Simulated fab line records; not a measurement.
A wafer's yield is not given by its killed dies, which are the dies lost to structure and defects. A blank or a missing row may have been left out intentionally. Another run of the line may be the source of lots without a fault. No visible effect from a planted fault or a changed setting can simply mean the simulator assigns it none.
fab line records + flow sky130
[record]
- lots = 5
- wafers = 15
- lastDay = 50
route steps=708 shown LOCAL_INTERCONNECT@398 CONTACT@406 PAD_OPEN@708
lots untouched by any fault: they come from a run of this same line in which no faults occurred
startH: hours from the record's opening day to when the first of the lot's shown wafers began + waitH: hours since the lot's step before + " repeats the value in the row above + L1.1+2: one row covering several wafers at once + - value missing, or start not given + * or withheld: withheld + < > ~ a bound
route shown NAME@n: names a module that has steps shown in the file, with the first one's number in the route + usual: mean/standard deviation of fault-free wafers + same: alike in all rows + chamber/n: place in a boat + sites: per-site readings + _std_site: how widely they spread, as a standard deviation + _edge_site: outer sites' mean less inner sites' + radiusMm: for every site, how far away it sits from the centre of the wafer + mask NAME#n: copy n + behind: tool/chamber where the wafer was last shaped + hold: why the lot went on hold/how many hours it stayed there/how the hold came to an end + device: the n, p or np transistor that did not switch + end of line: tests of these same wafers at the route's end + a step without rows: its recipe alone + killed: dies lost to structure and defects at the first sort, not the wafer's yield + map: a wafer's dies, x killed, . not, _ none there
set.NAME: the setting the step ran with; set.NAME@STEP: the setting that earlier step ran with + model.NAME: the simulator's own value behind a step, which no gauge read
lots at selected steps of the route; one table per step, one row per wafer
services: a tool's chamber out of use, with start hour (startH, from the record's first day; less than 0 if before it), hours out, and reason
[[steps]]
[step SKY_LOCAL_INTERCONNECT_CD_MEAS_11]
[recipe]
- targetCdNm = 170
[usual]
- cdNm = 169.9/1.8
| lot.wafer | tool     | chamber | startH | waitH | cdNm  |
|-----------|----------|---------|--------|-------|-------|
| L298.2    | cdSem-01 | -       | 750.03 | -     | 174.1 |
| L298.4    | "        | -       | "      | "     | 172.5 |
| L298.5    | "        | -       | "      | "     | 171.6 |
| L303.2    | cdSem-01 | -       | 763.32 | -     | 167.7 |
| L303.3    | "        | -       | "      | "     | 168.2 |
| L303.4    | "        | -       | "      | "     | 166.7 |
| L312.1    | cdSem-01 | -       | 830.74 | -     | 168.5 |
| L312.2    | "        | -       | "      | "     | 168.1 |
| L312.4    | "        | -       | "      | "     | 166.3 |
| L314.3    | cdSem-01 | -       | 857.99 | -     | 168.9 |
| L314.5    | "        | -       | "      | "     | 168.1 |
| L314.6    | "        | -       | "      | "     | 168.8 |
| L315.1    | cdSem-01 | -       | 866.86 | -     | 171.3 |
| L315.2    | "        | -       | "      | "     | 170.3 |
| L315.4    | "        | -       | "      | "     | 172.0 |
[step SKY_LOCAL_INTERCONNECT_OVL_MEAS_12]
[usual]
- LOCAL_INTERCONNECT_OVL = -3/5.8
| lot.wafer | tool       | chamber | startH | waitH | LOCAL_INTERCONNECT_OVL[nm] |
|-----------|------------|---------|--------|-------|----------------------------|
| L298.2    | overlay-02 | -       | 750.13 | 0.1   | -5                         |
| L298.4    | "          | -       | "      | "     | -1                         |
| L298.5    | "          | -       | "      | "     | -6                         |
| L303.2    | overlay-01 | -       | 763.42 | 0.1   | -8                         |
| L303.3    | "          | -       | "      | "     | -5                         |
| L303.4    | "          | -       | "      | "     | -3                         |
| L312.1    | overlay-02 | -       | 830.86 | 0.1   | -9                         |
| L312.2    | "          | -       | "      | "     | -4                         |
| L312.4    | "          | -       | "      | "     | -9                         |
| L314.3    | overlay-02 | -       | 858.08 | 0.1   | 1                          |
| L314.5    | "          | -       | "      | "     | 2                          |
| L314.6    | "          | -       | "      | "     | -7                         |
| L315.1    | overlay-01 | -       | 866.98 | 0.1   | -2                         |
| L315.2    | "          | -       | "      | "     | 0                          |
| L315.4    | "          | -       | "      | "     | 15                         |
[step SKY_LOCAL_INTERCONNECT_ETCH_13]
[recipe]
- chemistry = N2/H2
- target = BARC
- ionEnergyEv = 200
- biasW = 100
- pressureMtorr = 30
- n2FlowSccm = 100
- h2FlowSccm = 200
- icpW = 500
- stopOn = SiO2
- timeS = 45.9
- targetDepthA = 600
[usual]
- drypumpMotorCurrentA = 6.18/0.19
- oesProductAu = 0.855/0.0042
- throttleValvePct = 13.225/0.009
| lot.wafer | tool        | chamber | startH | waitH | drypumpMotorCurrentA | oesProductAu | rfHoursCounterH | throttleValvePct |
|-----------|-------------|---------|--------|-------|----------------------|--------------|-----------------|------------------|
| L298.2    | rieMetal-02 | 1       | 750.18 | 0.0   | 6.24                 | 0.853        | -               | 13.219           |
| L298.4    | "           | 1       | "      | "     | 6.24                 | 0.854        | -               | 13.234           |
| L298.5    | "           | 1       | "      | "     | 6.23                 | 0.858        | -               | 13.222           |
| L303.2    | rieMetal-01 | 1       | 763.45 | 0.0   | 6.28                 | 0.857        | 3               | 13.231           |
| L303.3    | "           | 1       | "      | "     | 6.30                 | 0.859        | -               | 13.219           |
| L303.4    | "           | 0       | "      | "     | 6.41                 | 0.851        | -               | 13.219           |
| L312.1    | rieMetal-01 | 0       | 830.89 | 0.0   | 6.36                 | 0.849        | 9               | 13.231           |
| L312.2    | "           | 1       | "      | "     | 6.22                 | 0.861        | 6               | 13.221           |
| L312.4    | "           | 0       | "      | "     | 6.38                 | 0.854        | -               | 13.229           |
| L314.3    | rieMetal-03 | 0       | 858.13 | 0.0   | 6.12                 | 0.858        | -               | 13.211           |
| L314.5    | "           | 1       | "      | "     | 6.17                 | 0.853        | -               | 13.221           |
| L314.6    | "           | 0       | "      | "     | 6.15                 | 0.855        | -               | 13.239           |
| L315.1    | rieMetal-02 | 0       | 867.01 | 0.0   | 5.75                 | 0.858        | 4               | 13.212           |
| L315.2    | "           | 1       | "      | "     | 6.23                 | 0.856        | 2               | 13.223           |
| L315.4    | "           | 0       | "      | "     | 5.73                 | 0.858        | -               | 13.214           |
[step SKY_LOCAL_INTERCONNECT_METAL_ETCH_14]
[recipe]
- targetDepthNm = 110
- stopOn = PSG
- chemistry = Cl2/BCl3
- target = TiN
- resistSidewallDeg = 88
- pressureMtorr = 10
- icpW = 900
- biasW = 48.5
- Cl2_flow_sccm = 60
- bcl3FlowSccm = 30
- timeS = 31.4
[usual]
- drypumpMotorCurrentA = 6.17/0.19
- mfcCl2Sccm = 60.00/0.19
- oesProductAu = 0.939/0.0064
- throttleValvePct = 21.904/0.0089
| lot.wafer | tool        | chamber | startH | waitH | drypumpMotorCurrentA | mfcCl2Sccm | oesProductAu | rfHoursCounterH | throttleValvePct |
|-----------|-------------|---------|--------|-------|----------------------|------------|--------------|-----------------|------------------|
| L298.2    | rieMetal-02 | 1       | 750.31 | 0.1   | 6.22                 | 59.94      | 0.949        | -               | 21.917           |
| L298.4    | "           | 1       | "      | "     | 6.22                 | 59.99      | 0.942        | -               | 21.909           |
| L298.5    | "           | 1       | "      | "     | 6.23                 | 59.79      | 0.938        | -               | 21.890           |
| L303.2    | rieMetal-01 | 1       | 763.52 | 0.0   | 6.22                 | 59.91      | 0.929        | 3               | 21.898           |
| L303.3    | "           | 1       | "      | "     | 6.23                 | 59.95      | 0.941        | -               | 21.909           |
| L303.4    | "           | 0       | "      | "     | 6.41                 | 59.78      | 0.927        | -               | 21.915           |
| L312.1    | rieMetal-01 | 0       | 830.96 | 0.0   | 6.37                 | 59.66      | 0.937        | 9               | 21.900           |
| L312.2    | "           | 1       | "      | "     | 6.24                 | 59.99      | 0.945        | 6               | 21.911           |
| L312.4    | "           | 0       | "      | "     | 6.39                 | 60.13      | 0.941        | -               | 21.891           |
| L314.3    | rieMetal-03 | 0       | 858.21 | 0.1   | 6.13                 | 60.20      | 0.940        | -               | 21.909           |
| L314.5    | "           | 1       | "      | "     | 6.10                 | 60.36      | 0.947        | -               | 21.912           |
| L314.6    | "           | 0       | "      | "     | 6.12                 | 60.02      | 0.943        | -               | 21.901           |
| L315.1    | rieMetal-02 | 0       | 867.08 | 0.0   | 5.68                 | 60.21      | 0.949        | 4               | 21.899           |
| L315.2    | "           | 1       | "      | "     | 6.23                 | 59.93      | 0.950        | 2               | 21.903           |
| L315.4    | "           | 0       | "      | "     | 5.73                 | 59.93      | 0.957        | -               | 21.884           |
[step SKY_LOCAL_INTERCONNECT_STRIP_15]
[recipe]
- chemistry = O2/N2
- powerW = 1400
- pressureMtorr = 1500
- platenTempC = withheld
- o2FlowSccm = 3000
- n2FlowSccm = 300
- overashFraction = 0.5
[usual]
- drypumpMotorCurrentA = 5.7/0.55
- oesProductAu = 0.427/0.0046
- stripTimeToEndpointS = 4.733/0.026
| lot.wafer | tool           | chamber | startH | waitH | drypumpMotorCurrentA | oesProductAu | rfHoursCounterH | stripTimeToEndpointS |
|-----------|----------------|---------|--------|-------|----------------------|--------------|-----------------|----------------------|
| L298.2    | plasmaAsher-02 | 0       | 750.39 | 0.1   | 6.0                  | 0.426        | 32              | 4.727                |
| L298.4    | "              | 0       | "      | "     | 6.0                  | 0.426        | -               | 4.719                |
| L298.5    | "              | 0       | "      | "     | 6.0                  | 0.426        | -               | 4.704                |
| L303.2    | plasmaAsher-03 | 1       | 763.57 | 0.0   | 6.5                  | 0.428        | 62              | 4.698                |
| L303.3    | "              | 0       | "      | "     | 5.2                  | 0.421        | -               | 4.712                |
| L303.4    | "              | 1       | "      | "     | 6.5                  | 0.431        | -               | 4.716                |
| L312.1    | plasmaAsher-04 | 0       | 831.01 | 0.0   | 6.1                  | 0.428        | 103             | 4.773                |
| L312.2    | "              | 1       | "      | "     | 5.1                  | 0.428        | 103             | 4.751                |
| L312.4    | "              | 0       | "      | "     | 6.1                  | 0.434        | -               | 4.759                |
| L314.3    | plasmaAsher-04 | 0       | 858.29 | 0.1   | 6.1                  | 0.425        | -               | 4.765                |
| L314.5    | "              | 0       | "      | "     | 6.1                  | 0.432        | -               | 4.758                |
| L314.6    | "              | 1       | "      | "     | 5.2                  | 0.430        | -               | 4.767                |
| L315.1    | plasmaAsher-04 | 0       | 867.13 | 0.0   | 6.1                  | 0.428        | 107             | 4.748                |
| L315.2    | "              | 1       | "      | "     | 5.1                  | 0.422        | 107             | 4.755                |
| L315.4    | "              | 0       | "      | "     | 6.2                  | 0.417        | -               | 4.731                |
[step SKY_LOCAL_INTERCONNECT_STRIP_16]
[recipe]
- chemistry = postEtchResidueRemover
- timeS = 1200
- tempC = 72.5
[step SKY_LOCAL_INTERCONNECT_CLEAN_17]
[recipe]
- chemistry = IPA
- timeS = 180
- tempC = 25
[step SKY_LOCAL_INTERCONNECT_CLEAN_18]
[recipe]
- chemistry = O3/DIW
- dry = n2Spin
[step SKY_CONTACT_CVD_00]
[recipe]
- material = Si3N4
- targetThkNm = 75
- tempC = 400
- timeS = withheld
- rfW = 450
[usual]
- heaterPowerOuterW = 448/83
- heaterPowerW = 753/120
| lot.wafer | tool     | chamber | startH | waitH | heaterPowerOuterW | heaterPowerW |
|-----------|----------|---------|--------|-------|-------------------|--------------|
| L298.2    | pecvd-02 | 0       | 750.98 | 0.0   | 458               | 762          |
| L298.4    | "        | 1       | "      | "     | 426               | 672          |
| L298.5    | "        | 0       | "      | "     | 473               | 746          |
| L303.2    | pecvd-01 | 0       | 764.16 | 0.0   | 379               | 700          |
| L303.3    | "        | 2       | "      | "     | 497               | 817          |
| L303.4    | "        | 1       | "      | "     | 495               | 871          |
| L312.1    | pecvd-01 | 1       | 831.94 | 0.0   | 573               | 1001         |
| L312.2    | "        | 0       | "      | "     | 373               | 674          |
| L312.4    | "        | 2       | "      | "     | 527               | 833          |
| L314.3    | pecvd-02 | 0       | 858.85 | 0.0   | 353               | 612          |
| L314.5    | "        | 1       | "      | "     | 501               | 767          |
| L314.6    | "        | 2       | "      | "     | 336               | 631          |
| L315.1    | pecvd-04 | 0       | 867.72 | 0.0   | 545               | 962          |
| L315.2    | "        | 1       | "      | "     | 308               | 636          |
| L315.4    | "        | 2       | "      | "     | 518               | 708          |
[step SKY_CONTACT_THK_MEAS_01]
[recipe]
- reads = Si3N4_of_CONTACT_CVD_00
[usual]
- CONTACT_CVD_00_THK = 75.0/0.97
| lot.wafer | tool         | chamber | startH | waitH | CONTACT_CVD_00_THK[nm] |
|-----------|--------------|---------|--------|-------|------------------------|
| L298.2    | filmMetro-01 | -       | 751.04 | -     | 73.4                   |
| L298.4    | "            | -       | "      | "     | 76.1                   |
| L298.5    | "            | -       | "      | "     | 75.3                   |
| L303.2    | filmMetro-01 | -       | 764.20 | -     | 75.2                   |
| L303.3    | "            | -       | "      | "     | 73.8                   |
| L303.4    | "            | -       | "      | "     | 75.4                   |
| L312.1    | filmMetro-04 | -       | 831.98 | -     | 73.8                   |
| L312.2    | "            | -       | "      | "     | 74.4                   |
| L312.4    | "            | -       | "      | "     | 74.4                   |
| L314.3    | filmMetro-04 | -       | 858.90 | -     | 74.2                   |
| L314.5    | "            | -       | "      | "     | 76.0                   |
| L314.6    | "            | -       | "      | "     | 76.5                   |
| L315.1    | filmMetro-01 | -       | 867.76 | -     | 74.3                   |
| L315.2    | "            | -       | "      | "     | 75.1                   |
| L315.4    | "            | -       | "      | "     | 76.1                   |
[step SKY_CONTACT_HDPCVD_02]
[recipe]
- material = SiO2
- targetThkNm = 565
- sigmaOpenFrac = 0.3
- timeS = 94.2
- tempC = 600
- sih4FlowSccm = 60
- pressureMtorr = 6
[step SKY_CONTACT_THK_MEAS_03]
[recipe]
- reads = SiO2_of_CONTACT_HDPCVD_02
[usual]
- CONTACT_HDPCVD_THK = 569/5.4
| lot.wafer | tool         | chamber | startH | waitH | CONTACT_HDPCVD_THK[nm] |
|-----------|--------------|---------|--------|-------|------------------------|
| L298.2    | filmMetro-03 | -       | 751.17 | 0.0   | 572                    |
| L298.4    | "            | -       | "      | "     | 572                    |
| L298.5    | "            | -       | "      | "     | 570                    |
| L303.2    | filmMetro-01 | -       | 764.33 | 0.0   | 565                    |
| L303.3    | "            | -       | "      | "     | 563                    |
| L303.4    | "            | -       | "      | "     | 576                    |
| L312.1    | filmMetro-01 | -       | 832.10 | 0.0   | 564                    |
| L312.2    | "            | -       | "      | "     | 565                    |
| L312.4    | "            | -       | "      | "     | 565                    |
| L314.3    | filmMetro-01 | -       | 859.03 | 0.1   | 558                    |
| L314.5    | "            | -       | "      | "     | 571                    |
| L314.6    | "            | -       | "      | "     | 571                    |
| L315.1    | filmMetro-04 | -       | 867.89 | 0.0   | 568                    |
| L315.2    | "            | -       | "      | "     | 575                    |
| L315.4    | "            | -       | "      | "     | 568                    |
[step SKY_CONTACT_CMP_04]
[recipe]
- material = SiO2
- downForcePsi = 4
- platenRpm = 60
- padVelocityMS = 0.94248
[usual]
- headPressurePsi = 3.999/0.0094
- motorCurrentA = 11.9/1
- slurryFlowMlMin = 149.9/0.41
- timeToEndpointS = 85/3.5
| lot.wafer | tool   | chamber | startH | waitH | headPressurePsi | motorCurrentA | slurryFlowMlMin | timeToEndpointS |
|-----------|--------|---------|--------|-------|-----------------|---------------|-----------------|-----------------|
| L298.2    | cmp-02 | 3       | 751.22 | 0.0   | 4.017           | 11.2          | 150.3           | 87              |
| L298.4    | "      | 1       | "      | "     | 4.001           | 12.9          | 149.9           | 87              |
| L298.5    | "      | 0       | "      | "     | 4.001           | 12.0          | 150.8           | 85              |
| L303.2    | cmp-01 | 3       | 764.59 | 0.2   | 3.989           | 10.8          | 150.2           | 82              |
| L303.4    | "      | 1       | "      | "     | 3.066           | 10.9          | 149.4           | 110             |
| L303.3    | "      | 2       | "      | "     | 3.988           | 11.3          | 150.3           | 81              |
| L312.4    | cmp-02 | 2       | 832.21 | 0.1   | 4.007           | 11.5          | 150.2           | 83              |
| L312.1    | "      | 3       | "      | "     | 4.008           | 11.2          | 149.9           | 82              |
| L312.2    | "      | 0       | "      | "     | 4.003           | 12.2          | 149.7           | 84              |
| L314.3    | cmp-01 | 2       | 859.21 | 0.2   | 4.008           | 11.3          | 150.2           | 80              |
| L314.5    | "      | 1       | "      | "     | 3.996           | 13.7          | 149.7           | 82              |
| L314.6    | "      | 2       | "      | "     | 3.996           | 10.5          | 150.5           | 83              |
| L315.2    | cmp-02 | 2       | 868.00 | 0.1   | 4.015           | 11.8          | 150.7           | 85              |
| L315.1    | "      | 3       | "      | "     | 4.002           | 11.0          | 149.8           | 86              |
| L315.4    | "      | 0       | "      | "     | 4.010           | 12.8          | 150.0           | 89              |
[step SKY_CONTACT_BOW_MEAS_05]
[recipe]
- mode = bow
[usual]
- CONTACT_BOW = 81/6.1
| lot.wafer | tool         | chamber | startH | waitH | CONTACT_BOW[um] |
|-----------|--------------|---------|--------|-------|-----------------|
| L298.2    | filmMetro-04 | -       | 751.54 | 0.3   | 81              |
| L298.4    | "            | -       | "      | "     | 72              |
| L298.5    | "            | -       | "      | "     | 99              |
| L303.2    | filmMetro-04 | -       | 764.91 | 0.3   | 85              |
| L303.3    | "            | -       | "      | "     | 73              |
| L303.4    | "            | -       | "      | "     | 71              |
| L312.1    | filmMetro-03 | -       | 832.46 | 0.1   | 82              |
| L312.2    | "            | -       | "      | "     | 77              |
| L312.4    | "            | -       | "      | "     | 80              |
| L314.3    | filmMetro-03 | -       | 859.50 | 0.2   | 84              |
| L314.5    | "            | -       | "      | "     | 74              |
| L314.6    | "            | -       | "      | "     | 78              |
| L315.1    | filmMetro-03 | -       | 868.25 | 0.1   | 85              |
| L315.2    | "            | -       | "      | "     | 95              |
| L315.4    | "            | -       | "      | "     | 85              |
[step SKY_PAD_OPEN_PROBE_99]
[usual]
- killed_at_M0_to_M3 = 43/7.2
- killed_at_M4_up = 3.3/1.8
- killedAtContacts = 23/5.5
- killedAtFrontEnd = 16/5.1
- killedAtOther = 0.4/0.65
- killedDies = 85/10
- killedOpen = 46/7.1
- killedShort = 38/7.2
[same]
- grossDies = 492
- killedAtBackSide = 0
| lot.wafer | tool      | chamber | startH  | waitH | killed_at_M0_to_M3 | killed_at_M4_up | killedAtContacts | killedAtFrontEnd | killedAtOther | killedDies | killedOpen | killedShort |
|-----------|-----------|---------|---------|-------|--------------------|-----------------|------------------|------------------|---------------|------------|------------|-------------|
| L298.2    | prober-02 | -       | 1105.87 | 0.1   | 52                 | 6               | 22               | 11               | 0             | 91         | 47         | 44          |
| L298.4    | prober-02 | -       | 1105.97 | 0.2   | 43                 | 5               | 25               | 12               | 1             | 86         | 43         | 43          |
| L298.5    | prober-02 | -       | 1106.02 | 0.2   | 59                 | 6               | 21               | 15               | 0             | 101        | 56         | 43          |
| L303.2    | prober-01 | -       | 1118.38 | 0.1   | 40                 | 6               | 23               | 19               | 0             | 88         | 44         | 44          |
| L303.3    | prober-01 | -       | 1118.43 | 0.2   | 47                 | 1               | 21               | 13               | 1             | 83         | 49         | 34          |
| L303.4    | prober-01 | -       | 1118.48 | 0.2   | 41                 | 6               | 24               | 18               | 1             | 90         | 60         | 29          |
| L312.1    | prober-02 | -       | 1166.40 | 0.1   | 45                 | 3               | 19               | 15               | 0             | 82         | 42         | 40          |
| L312.2    | prober-02 | -       | 1166.45 | 0.1   | 40                 | 4               | 20               | 13               | 0             | 77         | 38         | 39          |
| L312.4    | prober-02 | -       | 1166.55 | 0.2   | 34                 | 5               | 19               | 8                | 0             | 66         | 41         | 25          |
| L314.3    | prober-02 | -       | 1183.15 | 0.2   | 49                 | 3               | 23               | 12               | 0             | 87         | 47         | 39          |
| L314.5    | prober-02 | -       | 1183.25 | 0.2   | 39                 | 5               | 20               | 13               | 0             | 77         | 40         | 37          |
| L314.6    | prober-02 | -       | 1183.30 | 0.2   | 39                 | 2               | 15               | 9                | 0             | 65         | 39         | 26          |
| L315.1    | prober-02 | -       | 1189.35 | 0.1   | 47                 | 7               | 22               | 10               | 1             | 87         | 41         | 46          |
| L315.2    | prober-02 | -       | 1189.40 | 0.1   | 50                 | 2               | 21               | 16               | 0             | 89         | 56         | 32          |
| L315.4    | prober-02 | -       | 1189.50 | 0.2   | 34                 | 2               | 21               | 19               | 0             | 76         | 47         | 27          |
// killed by level:class
L298.2 VIA3:geometricParticle:open=10 VIA2:geometricParticle:open=9 CONTACT:geometricParticle:open=7 METAL2:geometricParticle:short=7 VIA1:geometricParticle:open=6 LI_CONTACT:geometricParticle:open=5 CONTACT:geometricParticle:short=5 METAL1:geometricParticle:short=5
L298.4 VIA1:geometricParticle:open=14 CONTACT:geometricParticle:open=9 METAL2:geometricParticle:short=7 LI_CONTACT:geometricParticle:open=7 LI_CONTACT:geometricParticle:short=5 VIA3:geometricParticle:open=4 METAL1:geometricParticle:short=4 VIA1:geometricParticle:short=4
L298.5 VIA1:geometricParticle:open=19 VIA1:geometricParticle:short=9 CONTACT:geometricParticle:open=6 LI_CONTACT:geometricParticle:open=6 METAL1:geometricParticle:short=6 VIA3:geometricParticle:open=6 VIA3:geometricParticle:short=5 VIA2:geometricParticle:open=5
L303.2 METAL1:geometricParticle:short=9 VIA1:geometricParticle:open=8 POLY_GATE:geometricParticle:short=7 CONTACT:geometricParticle:short=7 CONTACT:geometricParticle:open=7 LI_CONTACT:geometricParticle:open=5 VIA2:geometricParticle:open=5 FIELD_ISO:geometricParticle:open=4
L303.3 VIA1:geometricParticle:open=14 CONTACT:geometricParticle:open=10 CONTACT:geometricParticle:short=7 POLY_GATE:geometricParticle:open=6 VIA2:geometricParticle:open=6 VIA3:geometricParticle:open=6 METAL1:geometricParticle:short=4 VIA1:geometricParticle:short=4
L303.4 CONTACT:geometricParticle:open=13 VIA1:geometricParticle:open=11 POLY_GATE:geometricParticle:open=6 VIA2:geometricParticle:open=6 POLY_GATE:geometricParticle:short=5 LI_CONTACT:geometricParticle:open=5 VIA3:geometricParticle:open=5 CONTACT:geometricParticle:short=4
L312.1 VIA1:geometricParticle:open=8 VIA2:geometricParticle:open=7 CONTACT:geometricParticle:open=7 VIA1:geometricParticle:short=7 VIA3:geometricParticle:short=5 FIELD_ISO:geometricParticle:short=4 POLY_GATE:geometricParticle:open=4 LI_CONTACT:geometricParticle:open=4
L312.2 FIELD_ISO:geometricParticle:open=8 VIA1:geometricParticle:open=8 LOCAL_INTERCONNECT:geometricParticle:short=7 VIA3:geometricParticle:open=7 METAL1:geometricParticle:short=6 VIA1:geometricParticle:short=6 LI_CONTACT:geometricParticle:open=5 CONTACT:geometricParticle:short=5
L312.4 CONTACT:geometricParticle:open=8 VIA3:geometricParticle:open=7 VIA1:geometricParticle:open=7 LI_CONTACT:geometricParticle:short=4 VIA2:geometricParticle:open=4 METAL1:geometricParticle:short=4 FIELD_ISO:geometricParticle:open=3 LI_CONTACT:geometricParticle:open=3
L314.3 VIA1:geometricParticle:open=19 METAL1:geometricParticle:short=9 CONTACT:geometricParticle:short=9 VIA3:geometricParticle:open=7 LI_CONTACT:geometricParticle:open=5 CONTACT:geometricParticle:open=5 FIELD_ISO:geometricParticle:short=4 POLY_GATE:geometricParticle:open=4
L314.5 VIA1:geometricParticle:open=11 CONTACT:geometricParticle:open=6 METAL1:geometricParticle:short=6 VIA2:geometricParticle:open=6 POLY_GATE:geometricParticle:short=5 LI_CONTACT:geometricParticle:open=5 CONTACT:geometricParticle:short=5 VIA3:geometricParticle:short=4
L314.6 VIA1:geometricParticle:open=10 VIA2:geometricParticle:open=8 VIA3:geometricParticle:open=8 CONTACT:geometricParticle:open=5 POLY_GATE:geometricParticle:short=4 CONTACT:geometricParticle:short=4 METAL1:geometricParticle:short=4 VIA1:geometricParticle:short=4
L315.1 METAL1:geometricParticle:short=11 CONTACT:geometricParticle:open=10 VIA1:geometricParticle:open=9 VIA3:geometricParticle:open=6 METAL2:geometricParticle:short=6 LOCAL_INTERCONNECT:geometricParticle:short=5 POLY_GATE:geometricParticle:short=4 VIA1:geometricParticle:short=4
L315.2 VIA1:geometricParticle:open=16 CONTACT:geometricParticle:open=8 VIA3:geometricParticle:open=8 VIA2:geometricParticle:open=7 POLY_GATE:geometricParticle:open=5 LI_CONTACT:geometricParticle:open=5 LOCAL_INTERCONNECT:geometricParticle:short=4 METAL1:geometricParticle:short=4
L315.4 VIA1:geometricParticle:open=15 CONTACT:geometricParticle:open=7 LI_CONTACT:geometricParticle:open=6 FIELD_ISO:geometricParticle:open=5 LOCAL_INTERCONNECT:geometricParticle:short=5 VIA2:geometricParticle:open=5 FIELD_ISO:geometricParticle:short=3 SPACER:geometricParticle:open=3
[[services]]
| tool           | chamber | startH | hours | kind                          |
|----------------|---------|--------|-------|-------------------------------|
| cmp-01         | -       | 744.00 | 4.0   | pm                            |
| pecvd-02       | 2       | 745.86 | 5.5   | scheduledDown                 |
| cmp-01         | -       | 748.00 | -     | consumableReplace:conditioner |
| cmp-01         | -       | 748.00 | -     | consumableReplace:pad         |
| pecvd-04       | -       | 763.09 | 3.3   | repair                        |
| cmp-01         | -       | 765.48 | 1.9   | repair                        |
| pecvd-01       | -       | 770.54 | 0.3   | repair                        |
| rieMetal-03    | 1       | 778.97 | 1.2   | repair                        |
| rieMetal-02    | 0       | 788.20 | -     | clean                         |
| rieMetal-02    | 0       | 788.20 | 15.7  | scheduledDown                 |
| rieMetal-02    | 0       | 788.20 | 15.7  | ventCycle                     |
| plasmaAsher-04 | -       | 793.98 | 1.0   | repair                        |
| pecvd-04       | 2       | 797.78 | 6.3   | repair                        |
| cmp-01         | -       | 799.31 | 5.4   | pm                            |
| rieMetal-02    | 1       | 803.91 | -     | clean                         |
| rieMetal-02    | 1       | 803.91 | 17.3  | scheduledDown                 |
| rieMetal-02    | 1       | 803.91 | 17.3  | ventCycle                     |
| pecvd-01       | -       | 809.69 | 5.5   | repair                        |
| pecvd-02       | -       | 812.84 | 1.4   | repair                        |
| pecvd-04       | 1       | 818.12 | -     | clean                         |
| plasmaAsher-04 | -       | 846.12 | 0.6   | repair                        |
| pecvd-02       | 2       | 846.95 | 6.8   | repair                        |
| pecvd-04       | 1       | 852.51 | 2.1   | repair                        |
| pecvd-02       | -       | 862.66 | 1.4   | repair                        |
[[key]]
[firstSign]
- step = SKY_CONTACT_CMP_04
- reading = headPressurePsi
- direction = down
- sigmas = 99+
- usual = 3.999
- struck = 3.066
[effect]
- step = SKY_CONTACT_CMP_04
- reading = timeToEndpointS
- direction = up
- sigmas = 6.9
- usual = *
- struck = *
metAt SKY_CONTACT_CMP_04
struckWafers L303.4
testerLeftOut L303
[fault]
- kind = processParameterDrift
- tool = cmp-01
- chamber = 1
- onsetH = 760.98
- steps = SKY_CONTACT_CMP_04
- channel = downForcePsi
- offset = -0.92959
- shape = step
- endH = 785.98
- actsIn = theseRecipesOnly
- stated = 4
// testerLeftOut: of these lots the tester's yield and bins aren't shown, on N5 and GAA mostly nor the transistor test; their killed dies are dies lost to structure and defects alone, not to doping, threshold or leakage, so they don't give the yield
